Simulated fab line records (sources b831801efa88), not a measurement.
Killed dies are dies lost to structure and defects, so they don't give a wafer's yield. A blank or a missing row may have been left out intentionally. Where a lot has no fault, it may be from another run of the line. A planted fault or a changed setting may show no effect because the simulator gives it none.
2 desks looking at one fault -- flow gf180mcu -- only its own numbers are on each desk; what lay behind them is given at the end

FOR THE TOOL OWNER'S DESK: pvd sputter-04
At GF_TOP_METAL_SPUTTER_04 (material TiN, target thk 25 nm, time 20.8 s) the tool's own readings: per lot run on this tool, the mean of the sampled wafers that have a number. If a lot's mean is further than 4 standard deviations from the usual mean, the lot is out of limits and carries the mark OUT (the distance appears in the brackets).
Columns: A = chamber pressure pa at GF_TOP_METAL_SPUTTER_04, usual 0.3999 Pa; B = throttle valve pct at GF_TOP_METAL_SPUTTER_04, usual 29.9 %
lot,first seen here,A,B
L850,day 30 07:01,0.4011,31.2
L852,day 30 15:18,0.3998,30.2
L854,day 31 02:48,0.4000,31.3
L856,day 31 17:11,0.4298 (+38) OUT,29.0
L861,day 33 01:07,0.4297 (+38) OUT,29.3
This desk's finding: out of limits on L856, L861; first on L856, day 31 17:11 (chamber pressure pa at GF_TOP_METAL_SPUTTER_04). L850, L852, L854: within limits.

THE METROLOGY DESK
What the gauges read, lot by lot, whatever tool the lot ran on: means of the sampled wafers that have a number. If a lot's mean is further than 4 standard deviations from the usual mean, the lot is out of limits and carries the mark OUT (the distance appears in the brackets).
Columns: A = V5_OVL at GF_V5_OVL_MEAS_15, usual -3 nm
lot,first seen here,A
L841,day 27 06:26,-6
L844,day 28 02:59,-0
L845,day 28 11:54,-6
L849,day 29 17:35,-7
L850,day 30 05:24,-3
L852,day 30 13:42,-2
L853,day 30 22:53,-5
L854,day 31 01:11,-2
L855,day 31 09:58,-2
L856,day 31 15:35,-6
L861,day 32 23:31,0
L864,day 33 16:41,3
Finding of this desk: none of the 12 lots has anything out of limits.

BROUGHT TOGETHER
On L856, L861, at day 31 17:11, an alarm was possible from the tool owner's desk.
Nothing out of limits was seen by the metrology desk.
The metrology desk holds a record of L856, L861, inside its limits.
All the named lots went through GF_TOP_METAL_SPUTTER_04 on pvd sputter-04.

WHAT WAS PUT IN BY THE SIMULATOR
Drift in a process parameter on pvd sputter-04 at GF_TOP_METAL_SPUTTER_04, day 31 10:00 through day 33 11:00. Setting chamber pressure pa shifted by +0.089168 from 0.4. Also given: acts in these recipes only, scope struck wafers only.
Lots struck among those shown: L856, L861.
Hours from the fault's start to each desk's first reading out of limits: the tool owner's desk, 7.
